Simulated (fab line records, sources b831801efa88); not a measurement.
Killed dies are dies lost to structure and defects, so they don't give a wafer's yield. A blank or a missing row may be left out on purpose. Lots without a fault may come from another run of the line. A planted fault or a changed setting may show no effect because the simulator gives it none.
Which tool did it? | flow sky130 | 11 lots, 33 wafers sampled, at 6 steps of a route of 708

WHAT THE GAUGES READ, wafer by wafer
SKY_RES_XHIGH_TW_MEAS_09. Usual: RES_XHIGH_TW 1662, standard deviation 15.
lot  | measured     | on            | RES_XHIGH_TW   | flag
L264 | day 27 10:17 | film_metro-04 | 1638 1640 1648 |
L265 | day 27 15:00 | film_metro-01 | 1637 1653 1645 |
L271 | day 29 11:13 | film_metro-04 | 1637 1638 1647 |
L280 | day 32 14:29 | film_metro-02 | 1687 1685 1679 |
L282 | day 33 06:47 | film_metro-04 | 1644 1647 1643 |
L284 | day 33 18:28 | film_metro-02 | 1670 1671 1670 |
L285 | day 33 23:27 | film_metro-01 | 1669 1664 1668 |
L286 | day 34 06:17 | film_metro-02 | 1681 1679 1673 |

SKY_SD_N_TW_MEAS_12. Usual: SD_N_TW 4037, standard deviation 37.
lot  | measured     | on            | SD_N_TW        | flag
L264 | day 28 15:56 | film_metro-04 | 4000 4008 4012 |
L265 | day 28 19:37 | film_metro-04 | 4001 3999 3991 |
L271 | day 30 15:52 | film_metro-01 | 4027 4041 4023 |
L280 | day 33 17:25 | film_metro-04 | 3989 3994 3972 |
L282 | day 34 10:09 | film_metro-02 | 4099 4084 4093 |
L284 | day 34 21:25 | film_metro-02 | 4068 4074 4068 |
L285 | day 35 02:59 | film_metro-02 | 4099 4074 4080 |
L286 | day 35 09:08 | film_metro-01 | 4043 4032 4032 |

SKY_LOCAL_INTERCONNECT_OVL_MEAS_12. Usual: LOCAL_INTERCONNECT_OVL 0 nm, standard deviation 5.4.
lot  | measured     | on         | LOCAL_INTERCONNECT_OVL (nm) | flag
L264 | day 31 02:47 | overlay-01 | -6 -6 -7                    |
L265 | day 31 06:49 | overlay-02 | -1 -3 -3                    |
L271 | day 33 00:53 | overlay-01 | -2 0 -5                     |
L280 | day 36 01:29 | overlay-02 | 1 4 11                      |
L282 | day 36 17:55 | overlay-01 | -1 -7 -12                   |
L284 | day 37 03:59 | overlay-02 | 8 7 1                       |
L285 | day 37 10:43 | overlay-01 | -3 2 -9                     |
L286 | day 37 15:50 | overlay-01 | 0 -1 4                      |

WHICH TOOL RAN EACH LOT (tool, then ch and the chambers of the sampled wafers, then the start)
lot  | SKY_POLY_CUT_ETCH_10               | SKY_POLY_CUT_ETCH_11               | SKY_POLY_CUT_STRIP_12
L264 | rie_diel-02 ch 0,1,2, day 24 23:27 | rie_diel-02 ch 0,1,2, day 24 23:29 | plasma_asher-02 ch 0,1, day 24 23:34
L265 | rie_diel-01 ch 0,1,3, day 25 04:07 | rie_diel-01 ch 0,1,3, day 25 04:09 | plasma_asher-02 ch 0,1, day 25 04:11
L266 | rie_diel-04 ch 0,2, day 25 11:01   | rie_diel-04 ch 0,2, day 25 11:03   | plasma_asher-03 ch 0,1, day 25 11:05
L267 | rie_diel-04 ch 0,1,3, day 25 18:18 | rie_diel-04 ch 0,1,3, day 25 18:20 | plasma_asher-01 ch 1, day 25 18:23
L268 | rie_diel-02 ch 0,2,3, day 26 03:46 | rie_diel-02 ch 0,2,3, day 26 03:48 | plasma_asher-03 ch 0,1, day 26 03:50
L271 | rie_diel-04 ch 1,2,3, day 27 01:46 | rie_diel-04 ch 1,2,3, day 27 01:48 | plasma_asher-03 ch 0,1, day 27 01:50
L280 | rie_diel-04 ch 0,2,3, day 30 07:01 | rie_diel-04 ch 0,2,3, day 30 07:03 | plasma_asher-03 ch 0,1, day 30 07:05
L282 | rie_diel-01 ch 0,2, day 31 01:11   | rie_diel-01 ch 0,2, day 31 01:13   | plasma_asher-03 ch 0,1, day 31 01:17
L284 | rie_diel-04 ch 2,3, day 31 12:27   | rie_diel-04 ch 2,3, day 31 12:29   | plasma_asher-03 ch 0,1, day 31 12:32
L285 | rie_diel-04 ch 1,2, day 31 16:47   | rie_diel-04 ch 1,2, day 31 16:49   | plasma_asher-02 ch 0,1, day 31 16:52
L286 | rie_diel-02 ch 1,2, day 32 00:24   | rie_diel-02 ch 1,2, day 32 00:26   | plasma_asher-01 ch 0,1, day 32 00:31
- SKY_POLY_CUT_ETCH_10: etches BARC in N2/H2, stops on SiO2, time 45.9 s, target depth 60 nm.
- SKY_POLY_CUT_ETCH_11: etches Si3N4 in CF4/CH2F2/Ar, stops on poly-Si, time 42.5 s, target depth 60 nm.
- SKY_POLY_CUT_STRIP_12: strips in O2/N2.

WHAT THE TOOLS THEMSELVES READ (means of the sampled wafers that have a number; where no wafer has one, the mark that the record gives instead)
SKY_POLY_CUT_ETCH_10. Usual: bias_w 100.0 W, standard deviation 0.31; chamber_pressure_mTorr 30.001 mTorr, standard deviation 0.026; drypump_motor_current_A 5.9 A, standard deviation 0.43; oes_product_au 0.855 a.u., standard deviation 0.0053; throttle_valve_pct 13.224 %, standard deviation 0.0092.
lot  | tool        | bias_w (W) | chamber_pressure_mTorr (mTorr) | drypump_motor_current_A (A) | oes_product_au (a.u.) | throttle_valve_pct (%) | flag
L264 | rie_diel-02 | 99.9       | 29.985                         | 5.9                         | 0.858                 | 13.222                 |
L265 | rie_diel-01 | 99.9       | 29.986                         | 6.1                         | 0.855                 | 13.222                 |
L266 | rie_diel-04 | -          | -                              | -                           | -                     | -                      | OFF
L267 | rie_diel-04 | -          | -                              | -                           | -                     | -                      | OFF
L268 | rie_diel-02 | -          | -                              | -                           | -                     | -                      | OFF
L271 | rie_diel-04 | 99.8       | 30.014                         | 6.0                         | 0.854                 | 13.236                 |
L280 | rie_diel-04 | 100.0      | 30.009                         | 5.8                         | 0.858                 | 13.224                 |
L282 | rie_diel-01 | 99.7       | 29.996                         | 6.1                         | 0.857                 | 13.229                 |
L284 | rie_diel-04 | 99.9       | 29.989                         | 6.2                         | 0.851                 | 13.223                 |
L285 | rie_diel-04 | 100.1      | 29.993                         | 5.6                         | 0.854                 | 13.227                 |
L286 | rie_diel-02 | 100.1      | 30.006                         | 5.9                         | 0.856                 | 13.228                 |

SKY_POLY_CUT_ETCH_11. Usual: bias_w 150.0 W, standard deviation 0.44; cf4_flow_sccm 40.00 sccm, standard deviation 0.13; drypump_motor_current_A 5.9 A, standard deviation 0.43; oes_product_au 0.829 a.u., standard deviation 0.0062; throttle_valve_pct 14.995 %, standard deviation 0.0091.
lot  | tool        | bias_w (W) | cf4_flow_sccm (sccm) | drypump_motor_current_A (A) | oes_product_au (a.u.) | throttle_valve_pct (%) | flag
L264 | rie_diel-02 | 149.7      | 40.09                | 5.9                         | 0.838                 | 15.006                 |
L265 | rie_diel-01 | 149.9      | 39.95                | 6.1                         | 0.837                 | 14.993                 |
L266 | rie_diel-04 | 149.7      | 40.08                | 5.5                         | 0.375                 | 14.946                 | OFF
L267 | rie_diel-04 | 150.2      | 40.07                | 6.1                         | 0.377                 | 14.948                 | OFF
L268 | rie_diel-02 | 149.9      | 39.92                | 5.9                         | 0.369                 | 14.958                 | OFF
L271 | rie_diel-04 | 149.9      | 40.02                | 6.0                         | 0.831                 | 14.988                 |
L280 | rie_diel-04 | 150.0      | 40.03                | 5.8                         | 0.833                 | 14.992                 |
L282 | rie_diel-01 | 149.8      | 39.99                | 6.1                         | 0.825                 | 14.991                 |
L284 | rie_diel-04 | 150.3      | 40.06                | 6.1                         | 0.829                 | 14.990                 |
L285 | rie_diel-04 | 150.0      | 40.11                | 5.6                         | 0.834                 | 14.995                 |
L286 | rie_diel-02 | 150.2      | 40.03                | 5.9                         | 0.833                 | 14.997                 |

SKY_POLY_CUT_STRIP_12. Usual: drypump_motor_current_A 5.9 A, standard deviation 0.57; oes_product_au 0.452 a.u., standard deviation 0.0044; strip_time_to_endpoint_s 5.353 s, standard deviation 0.017.
lot  | tool            | drypump_motor_current_A (A) | oes_product_au (a.u.) | strip_time_to_endpoint_s (s) | flag
L264 | plasma_asher-02 | 5.5                         | 0.453                 | 5.352                        |
L265 | plasma_asher-02 | 6.0                         | 0.456                 | 5.385                        |
L266 | plasma_asher-03 | 6.2                         | 0.467                 | 5.620                        | OFF
L267 | plasma_asher-01 | 5.7                         | 0.466                 | 5.615                        | OFF
L268 | plasma_asher-03 | 6.1                         | 0.462                 | 5.596                        | OFF
L271 | plasma_asher-03 | 6.2                         | 0.452                 | 5.357                        |
L280 | plasma_asher-03 | 6.2                         | 0.454                 | 5.347                        |
L282 | plasma_asher-03 | 6.2                         | 0.451                 | 5.333                        |
L284 | plasma_asher-03 | 6.2                         | 0.455                 | 5.358                        |
L285 | plasma_asher-02 | 5.4                         | 0.449                 | 5.362                        |
L286 | plasma_asher-01 | 5.8                         | 0.455                 | 5.357                        |

THE ANSWER, worked out from the rows above alone
Rule: a lot is off if the mean of its wafers that have a number lies more than 3 standard deviations from the usual mean. A lot without any number at a reading at which 4 lots or more have one is off too. The other lots that the step has rows for count as sound. The gauges are gone through in route order, then the tools' own readings, and for those a lot's mean is taken as printed above. The first step at which some lot is off is used, and at that step the reading that is off furthest; a lot without a number counts as furthest.
Off: L266, L267, L268, at SKY_POLY_CUT_ETCH_10 (bias_w). Without a number there: L266, L267, L268.
A tool fits if, at that step or a process step before it, it ran every lot that is off, and no sound lot after the first of them. None of those tried fits.

WHAT THE SIMULATOR HAD PUT IN
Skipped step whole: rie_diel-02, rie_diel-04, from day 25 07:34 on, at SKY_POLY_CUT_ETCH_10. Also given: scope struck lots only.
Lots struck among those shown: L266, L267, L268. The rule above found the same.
